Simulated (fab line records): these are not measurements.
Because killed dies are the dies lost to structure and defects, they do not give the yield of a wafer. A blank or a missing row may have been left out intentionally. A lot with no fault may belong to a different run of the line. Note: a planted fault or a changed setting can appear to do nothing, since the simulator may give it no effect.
Which tool was responsible? :: flow gf180mcu :: 42 wafers from 14 lots sampled at 5 of the route's 602 steps

## WHAT THE GAUGES READ, wafer by wafer
GF_VT_IMPLANT_RS_MEAS_47: measures by four-point-probe. Usual: for NWELL_RS the level is 487.9 ohm/sq and the standard deviation is 1.2.
lot: L667
measured: day 7 19:25
on: film metro-01
NWELL_RS (ohm/sq): 487.3 488.9 488.6
flag: 

lot: L668
measured: day 8 04:20
on: film metro-04
NWELL_RS (ohm/sq): 488.8 489.1 487.8
flag: 

lot: L672
measured: day 9 06:55
on: film metro-01
NWELL_RS (ohm/sq): 486.9 488.5 487.8
flag: 

lot: L673
measured: day 9 14:04
on: film metro-01
NWELL_RS (ohm/sq): 488.7 488.4 487.8
flag: 

lot: L674
measured: day 9 19:56
on: film metro-01
NWELL_RS (ohm/sq): 488.4 489.7 488.1
flag: 

lot: L676
measured: day 10 09:11
on: film metro-01
NWELL_RS (ohm/sq): 490.5 488.3 490.3
flag: 

lot: L677
measured: day 10 13:53
on: film metro-03
NWELL_RS (ohm/sq): 487.5 487.5 487.0
flag: 

lot: L679
measured: day 11 07:14
on: film metro-01
NWELL_RS (ohm/sq): 488.8 489.2 489.7
flag: 

lot: L680
measured: day 11 11:31
on: film metro-01
NWELL_RS (ohm/sq): 489.8 487.3 488.3
flag: 

lot: L684
measured: day 12 15:39
on: film metro-01
NWELL_RS (ohm/sq): 486.6 486.9 485.2
flag: 

lot: L685
measured: day 12 19:41
on: film metro-01
NWELL_RS (ohm/sq): 489.0 488.5 489.0
flag: 

lot: L686
measured: day 13 03:38
on: film metro-01
NWELL_RS (ohm/sq): 487.0 487.3 489.1
flag: 

lot: L688
measured: day 13 17:48
on: film metro-04
NWELL_RS (ohm/sq): 487.3 489.9 490.7
flag: 

lot: L689
measured: day 13 23:06
on: film metro-01
NWELL_RS (ohm/sq): 486.6 486.6 487.2
flag: 

GF_DUAL_GATE_THK_MEAS_03. Usual: for DUAL_GATE_OXIDATION_00_THK the level is 10.79 nm and the standard deviation is 0.18.
lot: L667
measured: day 7 22:49
on: film metro-03
DUAL_GATE_OXIDATION_00_THK (nm): 11.05 10.92 10.74
flag: 

lot: L668
measured: day 8 06:20
on: film metro-02
DUAL_GATE_OXIDATION_00_THK (nm): 10.87 10.98 10.70
flag: 

lot: L672
measured: day 9 12:04
on: film metro-02
DUAL_GATE_OXIDATION_00_THK (nm): 10.59 10.64 10.80
flag: 

lot: L673
measured: day 9 18:47
on: film metro-01
DUAL_GATE_OXIDATION_00_THK (nm): 10.64 10.75 10.78
flag: 

lot: L674
measured: day 9 21:57
on: film metro-01
DUAL_GATE_OXIDATION_00_THK (nm): 10.63 10.63 10.60
flag: 

lot: L676
measured: day 10 12:32
on: film metro-01
DUAL_GATE_OXIDATION_00_THK (nm): 10.62 10.73 10.91
flag: 

lot: L677
measured: day 10 18:46
on: film metro-02
DUAL_GATE_OXIDATION_00_THK (nm): 10.71 10.57 10.59
flag: 

lot: L679
measured: day 11 09:15
on: film metro-02
DUAL_GATE_OXIDATION_00_THK (nm): 10.95 11.09 11.06
flag: 

lot: L680
measured: day 11 13:57
on: film metro-01
DUAL_GATE_OXIDATION_00_THK (nm): 10.81 10.71 10.51
flag: 

lot: L684
measured: day 12 18:38
on: film metro-02
DUAL_GATE_OXIDATION_00_THK (nm): 10.70 10.69 10.56
flag: 

lot: L685
measured: day 12 23:02
on: film metro-02
DUAL_GATE_OXIDATION_00_THK (nm): 11.13 10.92 10.94
flag: 

lot: L686
measured: day 13 05:37
on: film metro-03
DUAL_GATE_OXIDATION_00_THK (nm): 10.62 10.76 10.60
flag: 

lot: L688
measured: day 13 20:57
on: film metro-03
DUAL_GATE_OXIDATION_00_THK (nm): 10.62 10.66 10.45
flag: 

lot: L689
measured: day 14 01:05
on: film metro-03
DUAL_GATE_OXIDATION_00_THK (nm): 10.80 10.76 10.83
flag: 

GF_POLY_GATE_THK_MEAS_01. Usual: for POLY_GATE_CVD_00_THK the level is 199.0 nm and the standard deviation is 2.1.
lot: L667
measured: day 8 18:27
on: film metro-04
POLY_GATE_CVD_00_THK (nm): 197.2 196.8 197.1
flag: 

lot: L668
measured: day 9 04:19
on: film metro-04
POLY_GATE_CVD_00_THK (nm): 202.5 199.4 202.0
flag: 

lot: L672
measured: day 10 10:03
on: film metro-01
POLY_GATE_CVD_00_THK (nm): 199.5 200.0 198.4
flag: 

lot: L673
measured: day 10 16:28
on: film metro-04
POLY_GATE_CVD_00_THK (nm): 200.3 201.5 202.4
flag: 

lot: L674
measured: day 10 21:12
on: film metro-02
POLY_GATE_CVD_00_THK (nm): 201.5 198.8 200.5
flag: 

lot: L676
measured: day 11 10:28
on: film metro-01
POLY_GATE_CVD_00_THK (nm): 198.5 197.6 196.8
flag: 

lot: L677
measured: day 11 16:07
on: film metro-01
POLY_GATE_CVD_00_THK (nm): 197.4 196.8 198.3
flag: 

lot: L679
measured: day 12 06:50
on: film metro-01
POLY_GATE_CVD_00_THK (nm): 196.7 199.4 198.9
flag: 

lot: L680
measured: day 12 11:47
on: film metro-04
POLY_GATE_CVD_00_THK (nm): 197.5 197.4 196.7
flag: 

lot: L684
measured: day 13 17:26
on: film metro-01
POLY_GATE_CVD_00_THK (nm): 200.8 199.9 199.7
flag: 

lot: L685
measured: day 13 22:40
on: film metro-01
POLY_GATE_CVD_00_THK (nm): 201.4 198.4 200.5
flag: 

lot: L686
measured: day 14 04:56
on: film metro-04
POLY_GATE_CVD_00_THK (nm): 195.9 194.9 196.3
flag: 

lot: L688
measured: day 14 22:27
on: film metro-01
POLY_GATE_CVD_00_THK (nm): 200.5 200.9 199.4
flag: 

lot: L689
measured: day 15 01:21
on: film metro-02
POLY_GATE_CVD_00_THK (nm): 200.9 199.8 202.5
flag: 

GF_HV_LDD_CD_MEAS_07: the cd target is 400 nm. Usual: cd nm reads 400.3 nm (standard deviation 2).
lot: L667
measured: day 10 09:07
on: cd sem-01
cd nm (nm): 402.0 399.8 401.2
flag: 

lot: L668
measured: day 10 16:16
on: cd sem-02
cd nm (nm): 402.8 400.2 401.2
flag: 

lot: L672
measured: day 12 00:04
on: cd sem-01
cd nm (nm): 399.0 400.2 399.4
flag: 

lot: L673
measured: day 12 06:53
on: cd sem-01
cd nm (nm): 400.8 399.4 402.1
flag: 

lot: L674
measured: day 12 12:32
on: cd sem-02
cd nm (nm): 398.1 400.9 400.9
flag: 

lot: L676
measured: day 13 04:22
on: cd sem-02
cd nm (nm): 400.2 400.5 398.9
flag: 

lot: L677
measured: day 13 09:29
on: cd sem-02
cd nm (nm): 406.4 406.5 407.5
flag: OFF

lot: L679
measured: day 13 23:52
on: cd sem-01
cd nm (nm): 400.2 398.7 399.2
flag: 

lot: L680
measured: day 14 06:19
on: cd sem-01
cd nm (nm): 409.5 410.3 409.0
flag: OFF

lot: L684
measured: day 15 13:50
on: cd sem-01
cd nm (nm): 403.1 401.1 403.4
flag: 

lot: L685
measured: day 15 19:34
on: cd sem-02
cd nm (nm): 398.9 400.7 398.3
flag: 

lot: L686
measured: day 16 00:55
on: cd sem-02
cd nm (nm): 397.1 396.6 396.7
flag: 

lot: L688
measured: day 16 20:24
on: cd sem-02
cd nm (nm): 399.3 397.8 399.2
flag: 

lot: L689
measured: day 16 23:52
on: cd sem-01
cd nm (nm): 401.3 400.4 401.0
flag: 

## TOOL THAT RAN EACH LOT (tool first, then ch and the chambers of the sampled wafers, then the start)
lot: L667
GF_HV_LDD_DEVELOP_06: litho track-03 ch 0, day 10 08:58

lot: L668
GF_HV_LDD_DEVELOP_06: litho track-04 ch 0, day 10 16:07

lot: L672
GF_HV_LDD_DEVELOP_06: litho track-03 ch 0, day 11 23:55

lot: L673
GF_HV_LDD_DEVELOP_06: litho track-03 ch 0, day 12 06:45

lot: L674
GF_HV_LDD_DEVELOP_06: litho track-03 ch 0, day 12 12:24

lot: L676
GF_HV_LDD_DEVELOP_06: litho track-04 ch 0, day 13 04:07

lot: L677
GF_HV_LDD_DEVELOP_06: litho track-03 ch 0, day 13 09:21

lot: L679
GF_HV_LDD_DEVELOP_06: litho track-04 ch 0, day 13 23:43

lot: L680
GF_HV_LDD_DEVELOP_06: litho track-03 ch 0, day 14 06:10

lot: L684
GF_HV_LDD_DEVELOP_06: litho track-04 ch 0, day 15 13:41

lot: L685
GF_HV_LDD_DEVELOP_06: litho track-04 ch 0, day 15 19:25

lot: L686
GF_HV_LDD_DEVELOP_06: litho track-04 ch 0, day 16 00:46

lot: L688
GF_HV_LDD_DEVELOP_06: litho track-02 ch 0, day 16 20:15

lot: L689
GF_HV_LDD_DEVELOP_06: litho track-03 ch 0, day 16 23:43
- GF_HV_LDD_DEVELOP_06: develop time 60 s.

## WHAT THE TOOLS THEMSELVES READ (means of the sampled wafers that have a number; where no wafer has one, the mark that the record gives instead)
GF_HV_LDD_DEVELOP_06. Usual: developer temp C reads 22.99 C (standard deviation 0.1).
lot: L667
tool: litho track-03
developer temp C (C): 22.95
flag: 

lot: L668
tool: litho track-04
developer temp C (C): 22.98
flag: 

lot: L672
tool: litho track-03
developer temp C (C): 22.91
flag: 

lot: L673
tool: litho track-03
developer temp C (C): 22.82
flag: 

lot: L674
tool: litho track-03
developer temp C (C): 22.88
flag: 

lot: L676
tool: litho track-04
developer temp C (C): 23.10
flag: 

lot: L677
tool: litho track-03
developer temp C (C): 20.74
flag: OFF

lot: L679
tool: litho track-04
developer temp C (C): 23.00
flag: 

lot: L680
tool: litho track-03
developer temp C (C): 20.79
flag: OFF

lot: L684
tool: litho track-04
developer temp C (C): 22.94
flag: 

lot: L685
tool: litho track-04
developer temp C (C): 22.93
flag: 

lot: L686
tool: litho track-04
developer temp C (C): 23.10
flag: 

lot: L688
tool: litho track-02
developer temp C (C): 22.91
flag: 

lot: L689
tool: litho track-03
developer temp C (C): 23.10
flag: 

## THE ANSWER, worked out from the rows above alone
Rule: take the mean of a lot's wafers that have a number; if it is more than 3 standard deviations from the usual mean, the lot is off. Also off: a lot with no number at a reading for which 4 or more lots have one. The other lots that the step has rows for count as sound. First the gauges in route order, then the tools' own readings, where a lot's mean is used as printed above. At the first step where some lot is off, the reading lying furthest off is the one used; lots without a number count as furthest.
Off, at GF_HV_LDD_CD_MEAS_07 on cd nm: L677, L680.
If a tool, at a process step before that reading, ran all the lots that are off and no sound lot after the first of them, it fits. The gauges at GF_HV_LDD_CD_MEAS_07 aren't tried: what is off there is off at GF_HV_LDD_DEVELOP_06 too, on other tools, and a gauge's error can't cause that. None of those tried fits.

## WHAT THE SIMULATOR PUT IN
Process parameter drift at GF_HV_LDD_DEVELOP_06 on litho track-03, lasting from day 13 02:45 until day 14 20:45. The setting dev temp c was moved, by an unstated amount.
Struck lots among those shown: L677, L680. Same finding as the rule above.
